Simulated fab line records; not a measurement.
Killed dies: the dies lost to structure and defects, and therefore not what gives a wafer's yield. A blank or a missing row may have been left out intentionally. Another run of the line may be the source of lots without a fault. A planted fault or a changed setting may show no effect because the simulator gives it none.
Code-filled problem report in 8D (eight disciplines) form -- flow gf180mcu -- the parts of the form that need people (team, actions taken, sign-off) are left out

1. WHAT WENT WRONG
At GF_STI_ETCH_14, oes product au averages 1.101 a.u. over 2 wafers from 2 lots, while fault-free wafers read 1.000 a.u., standard deviation 0.012. That is +8.4 standard deviations from the usual mean.
The step: etches Si in HBr/Cl2/O2, target depth 360 nm, time 102.9 s.
First seen on wafer L776.4, day 5 13:02, on rie si-02. The record has a number at this step for 36 wafers belonging to 12 lots. Rule for "out" (also "out of limits"): further than 4 standard deviations from the usual mean. Any other wafer with a number is counted as sound.

2. WHAT IT IS, AND WHAT IT ISN'T
question,is,is not
which readings at this step,"oes product au, throttle valve pct",drypump motor current A
which lots,"L776, L781","L760, L762, L763, L764, L766, L768, L771, L772, L777, L782"
which wafers of those lots,"L776.4, L781.6","L776.1, L776.6, L781.2, L781.3"
read on which tools,rie si-02,rie si-01
when,from day 5 13:02,"up to then (26 sound wafers); but 8 sound wafers of L777, L781, L782 came after"

3. THE SUSPECTS, EACH WITH WHAT RULES IT OUT
Counting: any tool at a process step up to the reading remains a suspect provided it ran every lot that is out. Sound lots after the first of them don't rule it out here, since some wafers of a struck lot are sound.
- rie si-02 at GF_STI_ETCH_14 (etches Si in HBr/Cl2/O2, target depth 360 nm, time 102.9 s): kept. Ran every lot that is out, first one L776 (day 5 13:02); last sound lot up to then L771 (day 4 10:14). Its own readings are out on those wafers: oes product au, throttle valve pct.
- rie si-02, GF_STI_ETCH_14: wafers that are out in chamber 0, sound lot-mates in chambers 1, 2, 3.
Left after counting: rie si-02 at GF_STI_ETCH_14.

4. THE CAUSE (what the simulator had put in)
rie si-02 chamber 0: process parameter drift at GF_STI_ETCH_14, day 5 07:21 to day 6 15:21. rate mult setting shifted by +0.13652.
This tool alone remained once counting was done.

5. THE EFFECT CHAIN, in route order
Rows list readings where the struck wafers' mean (over those with a number) sits beyond 3 standard deviations from the usual. Scope: only readings with a usual standard deviation given in the record; hours: median across lots of the time from each lot's start at the first step in this table that gives one to its start at this step; sigmas: change in usual standard deviations.
hours,step,reading,usual,on struck wafers,change,sigmas
0,GF_STI_ETCH_14,oes product au,1.000 a.u.,1.101,+0.101,+8.4
0,GF_STI_ETCH_14,throttle valve pct,25.657 %,25.588,-0.069,-6.9
0,GF_STI_STRIP_15,strip time to endpoint s,3.73 s,3.56,-0.17,-3.3
Process steps it contains:
- GF_STI_ETCH_14: etches Si in HBr/Cl2/O2, target depth 360 nm, time 102.9 s.
- GF_STI_STRIP_15: strips in O2/N2.
At these later measuring or inspecting steps, every struck wafer for which the step has a row has a number for every such reading, and none has moved that far: GF_V3_THK_MEAS_03.

6. WHAT WOULD HAVE CAUGHT IT SOONER
In this record the first reading out of limits was taken at day 5 13:02, 6 hours after the fault began at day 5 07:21.
